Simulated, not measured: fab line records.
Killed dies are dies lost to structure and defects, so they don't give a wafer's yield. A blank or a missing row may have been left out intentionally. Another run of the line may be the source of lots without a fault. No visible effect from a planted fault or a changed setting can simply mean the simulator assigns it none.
The tool behind it: which one? :: flow gf180mcu :: 12 lots, 36 wafers sampled, at 4 steps of a route of 602

WHAT THE GAUGES READ, wafer by wafer
GF_M3_THK_MEAS_06: measures by xrf. Usual: for M3_ALCU_THK the level is 446 nm and the standard deviation is 6.3.
lot: L954
measured: day 20 09:49
on: film metro-03
M3_ALCU_THK (nm): 441 443 443
flag: 

lot: L955
measured: day 21 03:26
on: film metro-01
M3_ALCU_THK (nm): 432 436 438
flag: 

lot: L957
measured: day 22 01:25
on: film metro-03
M3_ALCU_THK (nm): 437 434 434
flag: 

lot: L959
measured: day 22 09:03
on: film metro-02
M3_ALCU_THK (nm): 448 444 437
flag: 

lot: L960
measured: day 22 22:29
on: film metro-01
M3_ALCU_THK (nm): 436 450 444
flag: 

lot: L963
measured: day 23 16:37
on: film metro-03
M3_ALCU_THK (nm): 457 456 456
flag: 

lot: L962
measured: day 23 20:07
on: film metro-03
M3_ALCU_THK (nm): 442 450 439
flag: 

lot: L964
measured: day 24 05:23
on: film metro-03
M3_ALCU_THK (nm): 442 449 435
flag: 

lot: L974
measured: day 26 23:46
on: film metro-01
M3_ALCU_THK (nm): 456 451 455
flag: 

lot: L975
measured: day 27 06:52
on: film metro-02
M3_ALCU_THK (nm): 448 444 446
flag: 

lot: L976
measured: day 27 13:00
on: film metro-03
M3_ALCU_THK (nm): 443 446 448
flag: 

lot: L977
measured: day 28 01:23
on: film metro-03
M3_ALCU_THK (nm): 450 449 456
flag: 

GF_M3_OVL_MEAS_15. Usual: for M3_OVL the level is 2 nm and the standard deviation is 5.3.
lot: L954
measured: day 21 09:15
on: overlay-02
M3_OVL (nm): 3 5 4
flag: 

lot: L955
measured: day 22 02:54
on: overlay-02
M3_OVL (nm): -5 0 3
flag: 

lot: L957
measured: day 23 00:14
on: overlay-01
M3_OVL (nm): -3 -2 0
flag: 

lot: L959
measured: day 23 08:09
on: overlay-02
M3_OVL (nm): 1 0 -2
flag: 

lot: L960
measured: day 23 20:32
on: overlay-02
M3_OVL (nm): -6 -4 3
flag: 

lot: L963
measured: day 24 14:08
on: overlay-01
M3_OVL (nm): 8 2 1
flag: 

lot: L962
measured: day 24 17:37
on: overlay-02
M3_OVL (nm): 4 -6 5
flag: 

lot: L964
measured: day 25 03:02
on: overlay-01
M3_OVL (nm): 7 7 4
flag: 

lot: L974
measured: day 27 20:23
on: overlay-01
M3_OVL (nm): 4 6 -1
flag: 

lot: L975
measured: day 28 03:12
on: overlay-02
M3_OVL (nm): 1 7 -3
flag: 

lot: L976
measured: day 28 09:05
on: overlay-01
M3_OVL (nm): -10 1 -1
flag: 

lot: L977
measured: day 28 20:35
on: overlay-01
M3_OVL (nm): -1 -5 -1
flag: 

WHICH TOOL RAN EACH LOT (tool, then ch and the chambers of the sampled wafers, then the start)
lot: L954
GF_V2_STRIP_18: plasma asher-03 ch 0,1, day 20 08:12
GF_M3_COAT_09: litho track-03 ch 0, day 20 21:26

lot: L955
GF_V2_STRIP_18: plasma asher-01 ch 0,1, day 21 01:51
GF_M3_COAT_09: litho track-04 ch 0, day 21 14:28

lot: L957
GF_V2_STRIP_18: plasma asher-02 ch 0,1, day 21 23:48
GF_M3_COAT_09: litho track-03 ch 0, day 22 12:10

lot: L959
GF_V2_STRIP_18: plasma asher-03 ch 0,1, day 22 07:28
GF_M3_COAT_09: litho track-03 ch 0, day 22 20:44

lot: L960
GF_V2_STRIP_18: plasma asher-02 ch 0,1, day 22 20:54
GF_M3_COAT_09: litho track-04 ch 0, day 23 09:08

lot: L963
GF_V2_STRIP_18: plasma asher-01 ch 0,1, day 23 15:03
GF_M3_COAT_09: litho track-04 ch 0, day 24 03:43

lot: L962
GF_V2_STRIP_18: plasma asher-03 ch 0,1, day 23 18:31
GF_M3_COAT_09: litho track-04 ch 0, day 24 06:29

lot: L964
GF_V2_STRIP_18: plasma asher-01 ch 0,1, day 24 03:48
GF_M3_COAT_09: litho track-04 ch 0, day 24 15:37

lot: L974
GF_V2_STRIP_18: plasma asher-03 ch 0,1, day 26 22:12
GF_M3_COAT_09: litho track-04 ch 0, day 27 09:31

lot: L975
GF_V2_STRIP_18: plasma asher-01 ch 0,1, day 27 05:18
GF_M3_COAT_09: litho track-04 ch 0, day 27 17:10

lot: L976
GF_V2_STRIP_18: plasma asher-02 ch 0,1, day 27 11:24
GF_M3_COAT_09: litho track-03 ch 0, day 27 23:13

lot: L977
GF_V2_STRIP_18: plasma asher-02 ch 0,1, day 27 23:48
GF_M3_COAT_09: litho track-04 ch 0, day 28 10:10
- GF_V2_STRIP_18: strips in O2/N2.
- GF_M3_COAT_09: resist thk 1000 nm.

WHAT THE TOOLS THEMSELVES READ (means of the sampled wafers that have a number; where no wafer has one, the mark that the record gives instead)
GF_V2_STRIP_18. Usual: drypump motor current A 5.6 A, standard deviation 0.36; heater power w 340 W, standard deviation 53; oes product au 0.591 a.u., standard deviation 0.0053.
lot: L954
tool: plasma asher-03
drypump motor current A (A): 5.1
heater power w (W): 390
oes product au (a.u.): 0.592
flag: 

lot: L955
tool: plasma asher-01
drypump motor current A (A): 6.0
heater power w (W): 306
oes product au (a.u.): 0.593
flag: 

lot: L957
tool: plasma asher-02
drypump motor current A (A): 5.7
heater power w (W): 304
oes product au (a.u.): 0.591
flag: 

lot: L959
tool: plasma asher-03
drypump motor current A (A): 5.2
heater power w (W): 360
oes product au (a.u.): 0.585
flag: 

lot: L960
tool: plasma asher-02
drypump motor current A (A): 5.8
heater power w (W): 323
oes product au (a.u.): 0.601
flag: 

lot: L963
tool: plasma asher-01
drypump motor current A (A): 5.9
heater power w (W): 318
oes product au (a.u.): 0.592
flag: 

lot: L962
tool: plasma asher-03
drypump motor current A (A): 5.3
heater power w (W): 362
oes product au (a.u.): 0.589
flag: 

lot: L964
tool: plasma asher-01
drypump motor current A (A): 6.0
heater power w (W): 319
oes product au (a.u.): 0.588
flag: 

lot: L974
tool: plasma asher-03
drypump motor current A (A): 5.1
heater power w (W): 396
oes product au (a.u.): 0.595
flag: 

lot: L975
tool: plasma asher-01
drypump motor current A (A): 6.0
heater power w (W): 306
oes product au (a.u.): 0.588
flag: 

lot: L976
tool: plasma asher-02
drypump motor current A (A): 5.8
heater power w (W): 320
oes product au (a.u.): 0.590
flag: 

lot: L977
tool: plasma asher-02
drypump motor current A (A): 5.8
heater power w (W): 318
oes product au (a.u.): 0.594
flag: 

GF_M3_COAT_09. Usual: dispense pressure kPa 50.6 kPa, standard deviation 1.2.
lot: L954
tool: litho track-03
dispense pressure kPa (kPa): 48.7
flag: 

lot: L955
tool: litho track-04
dispense pressure kPa (kPa): 51.3
flag: 

lot: L957
tool: litho track-03
dispense pressure kPa (kPa): 48.6
flag: 

lot: L959
tool: litho track-03
dispense pressure kPa (kPa): 48.6
flag: 

lot: L960
tool: litho track-04
dispense pressure kPa (kPa): 51.4
flag: 

lot: L963
tool: litho track-04
dispense pressure kPa (kPa): 51.4
flag: 

lot: L962
tool: litho track-04
dispense pressure kPa (kPa): 51.3
flag: 

lot: L964
tool: litho track-04
dispense pressure kPa (kPa): 51.3
flag: 

lot: L974
tool: litho track-04
dispense pressure kPa (kPa): 51.4
flag: 

lot: L975
tool: litho track-04
dispense pressure kPa (kPa): 51.4
flag: 

lot: L976
tool: litho track-03
dispense pressure kPa (kPa): 48.7
flag: 

lot: L977
tool: litho track-04
dispense pressure kPa (kPa): 51.4
flag: 

THE ANSWER, worked out from the rows above alone
Rule: take the mean of a lot's wafers that have a number; if it is more than 3 standard deviations from the usual mean, the lot is off. A lot without any number at a reading at which 4 lots or more have one is off too. The other lots that the step has rows for count as sound. Order of review: gauges by route order, followed by the tools' own readings, for which a lot's mean as printed above is used. At the first step where some lot is off, the reading lying furthest off is the one used; lots without a number count as furthest.
Nothing can be told from this: no lot is off at any reading shown.

WHAT THE SIMULATOR HAD INSERTED
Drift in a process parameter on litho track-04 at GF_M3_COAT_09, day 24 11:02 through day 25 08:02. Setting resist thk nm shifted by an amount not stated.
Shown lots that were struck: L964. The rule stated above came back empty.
